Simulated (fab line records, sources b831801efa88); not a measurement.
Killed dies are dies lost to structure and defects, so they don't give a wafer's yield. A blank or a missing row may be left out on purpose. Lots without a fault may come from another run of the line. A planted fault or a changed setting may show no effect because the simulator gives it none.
Split-lot experiment | flow gf180mcu | 5 lots, 23 wafers read, on a route of 602 steps

THE SPLIT
At GF_PSD_IMPLANT_09, the setting energy_kev was moved away from the recipe's 40 on 9 of the 23 wafers read, by -3.7% to +8.8%. The other wafers ran this setting at the recipe's value.

FROM THE SPLIT TO THE READING: what the file shows between them, 4 steps
- GF_PSD_STRIP_10: strips in O2/N2
- GF_PSD_TW_MEAS_11
- GF_PSD_CLEAN_12: cleans in SC1/SC2, time 150 s
- GF_PSD_RTA_13: time 20 s

THE READING
PSD_RS, in ohm/sq, at GF_PSD_RS_MEAS_15 (measures by four-point-probe). Fault-free wafers of this fab line usually give 108.66 ohm/sq, standard deviation 0.28 ohm/sq.

wafer  | tool, chamber at the split | energy_kev as run | against the recipe | PSD_RS, ohm/sq | against lot-mates on the recipe
L076.1 | implanter-02, 0            | 40                | recipe             | 108.45         | -
L076.5 | implanter-02, 0            | 40                | recipe             | 108.52         | -
L076.6 | implanter-02, 0            | 40                | recipe             | 108.51         | -
L078.1 | implanter-02, 0            | 41.97             | +4.9%              | 106.52         | -2.29
L078.2 | implanter-02, 0            | 40                | recipe             | 108.87         | -
L078.4 | implanter-02, 0            | 41.97             | +4.9%              | 106.51         | -2.30
L078.5 | implanter-02, 0            | 41.97             | +4.9%              | 106.21         | -2.60
L078.6 | implanter-02, 0            | 40                | recipe             | 108.74         | -
L082.1 | implanter-03, 0            | 40                | recipe             | 109.11         | -
L082.2 | implanter-03, 0            | 40                | recipe             | 108.99         | -
L082.3 | implanter-03, 0            | 40                | recipe             | 108.91         | -
L082.4 | implanter-03, 0            | 40                | recipe             | 108.97         | -
L082.5 | implanter-03, 0            | 40                | recipe             | 109.04         | -
L083.2 | implanter-02, 0            | 38.53             | -3.7%              | 110.68         | +1.70
L083.3 | implanter-02, 0            | 38.53             | -3.7%              | 110.67         | +1.69
L083.4 | implanter-02, 0            | 40                | recipe             | 109.08         | -
L083.5 | implanter-02, 0            | 40                | recipe             | 108.89         | -
L083.6 | implanter-02, 0            | 38.53             | -3.7%              | 110.98         | +2.00
L084.2 | implanter-04, 0            | 40                | recipe             | 108.57         | -
L084.3 | implanter-04, 0            | 40                | recipe             | 108.69         | -
L084.4 | implanter-04, 0            | 43.52             | +8.8%              | 104.36         | -4.27
L084.5 | implanter-04, 0            | 43.52             | +8.8%              | 104.08         | -4.55
L084.6 | implanter-04, 0            | 43.52             | +8.8%              | 103.99         | -4.64

THE FIT
A straight line over all 23 wafers: PSD_RS changes by -0.524 ohm/sq for each +1% of energy_kev; r = -0.99; the points scatter about the line by 0.22 ohm/sq.
The same after taking each lot's own level away (the mean of its wafers on the recipe; 23 wafers): -0.502 ohm/sq for each +1%; r = -1.00; scatter 0.12 ohm/sq.
On that fit, the largest move of energy_kev shifts the reading by 4.4 ohm/sq.
The lots' own levels span 108.493 to 109.004 ohm/sq, that is 1.8 times the standard deviation above.
So the lot-to-lot level changes the slope little: the two slopes agree.
Check: with one of the wafers moved furthest among these (+8.8%) left out of the fit, the line predicts -4.46 ohm/sq for it against its lot-mates. It came out at -4.27 ohm/sq against them.

THE WHOLE CHAIN: every reading that the file lists as answering this split, in the file's order
step              | what it does                 | reading                                                         | change (the file's fit)               | r (the file's)
GF_PSD_IMPLANT_09 |                              | implant.rp_nm (the simulator's own value, which no gauge read)  | +0.253 nm for each +1% of the setting | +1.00
GF_PSD_IMPLANT_09 |                              | implant.drp_nm (the simulator's own value, which no gauge read) | +0.11 nm for each +1% of the setting  | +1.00
GF_PSD_STRIP_10   | strips in O2/N2              | strip_time_to_endpoint_s                                        | withheld for each +1% of the setting  | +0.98
GF_PSD_TW_MEAS_11 |                              | PSD_TW                                                          | +7.23 for each +1% of the setting     | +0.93
GF_PSD_RS_MEAS_15 | measures by four-point-probe | PSD_RS                                                          | -0.502 for each +1% of the setting    | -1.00

THE FILE'S OWN FIT
PSD_RS changes by -0.502 ohm/sq for each +1% of energy_kev, r = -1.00.
